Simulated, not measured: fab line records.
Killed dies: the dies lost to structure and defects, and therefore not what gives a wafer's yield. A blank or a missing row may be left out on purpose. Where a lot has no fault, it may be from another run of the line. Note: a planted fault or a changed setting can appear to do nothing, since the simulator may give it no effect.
The same fault as seen by 2 desks + flow sky130 + each desk has only its own numbers; what lay behind them comes last

== DESK OF THE TOOL OWNER: lpcvd-03 ==
The tool's own readings at SKY_SONOS_ONO_CVD_04 (deposits SiO2 from SiH4/N2O, target thk 5.7199 nm): means of the sampled wafers that have a number, for each lot that ran on this tool. A lot is out of limits, marked OUT, if its mean lies more than 4 standard deviations from the usual mean; the brackets give that distance.
Columns: A = spikeTcCentreC at SKY_SONOS_ONO_CVD_04, usual 900.4 C; B = zonePowerLowerPct at SKY_SONOS_ONO_CVD_04, usual 18.5 %
| lot  | first seen here | A     | B    |
|------|-----------------|-------|------|
| L393 | day 11 18:12    | 899.9 | 19.9 |
| L394 | day 12 02:25    | 901.0 | 20.1 |
| L395 | day 12 15:16    | 900.4 | 20.2 |
| L396 | day 12 21:34    | 899.3 | 17.8 |
| L397 | day 13 01:57    | 901.4 | 19.8 |
| L398 | day 13 08:19    | 900.0 | 19.9 |
| L402 | day 14 16:29    | 900.4 | 20.0 |
| L403 | day 15 01:11    | 900.3 | 17.7 |
| L411 | day 17 17:41    | 899.1 | 17.9 |
| L412 | day 18 07:29    | 900.8 | 17.8 |
| L413 | day 18 12:37    | 901.0 | 19.9 |
Result from this desk: across the 11 lots, nothing is out of limits.

== METROLOGY DESK ==
What the gauges read, lot by lot, whatever tool the lot ran on: means of the sampled wafers that have a number. A lot is out of limits, marked OUT, if its mean lies more than 4 standard deviations from the usual mean; the brackets give that distance.
Columns: A = SONOS_ONO_CVD_04_THK at SKY_SONOS_ONO_THK_MEAS_05, usual 5.72 nm
| lot  | first seen here | A              |
|------|-----------------|----------------|
| L393 | day 11 19:27    | 5.70           |
| L394 | day 12 03:40    | 5.69           |
| L395 | day 12 16:33    | 5.53           |
| L396 | day 12 22:49    | 5.71           |
| L397 | day 13 03:14    | 5.96           |
| L398 | day 13 09:34    | 5.70           |
| L402 | day 14 17:46    | 4.24 (-11) OUT |
| L403 | day 15 02:28    | 4.02 (-12) OUT |
| L411 | day 17 18:56    | 5.41           |
| L412 | day 18 08:46    | 5.64           |
| L413 | day 18 13:53    | 5.53           |
This desk finds L402, L403 out of limits, with the earliest case on L402 at day 14 17:46 (SONOS_ONO_CVD_04_THK at SKY_SONOS_ONO_THK_MEAS_05). Within limits: L393, L394, L395, L396, L397, L398, L411, L412, L413.

== BROUGHT TOGETHER ==
At day 14 17:46 the metrology desk could have sounded an alarm, on L402, L403.
The desk of the tool owner found nothing out of limits.
On record at the tool owner's desk: L402, L403, within its limits.
The lots listed all ran SKY_SONOS_ONO_CVD_04 on lpcvd-03.

== WHAT WAS PUT IN BY THE SIMULATOR ==
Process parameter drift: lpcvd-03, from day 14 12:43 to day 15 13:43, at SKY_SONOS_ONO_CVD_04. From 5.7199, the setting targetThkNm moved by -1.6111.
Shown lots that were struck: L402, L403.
Time in hours between the start of the fault and the first out-of-limits reading at each desk: metrology desk, 5.
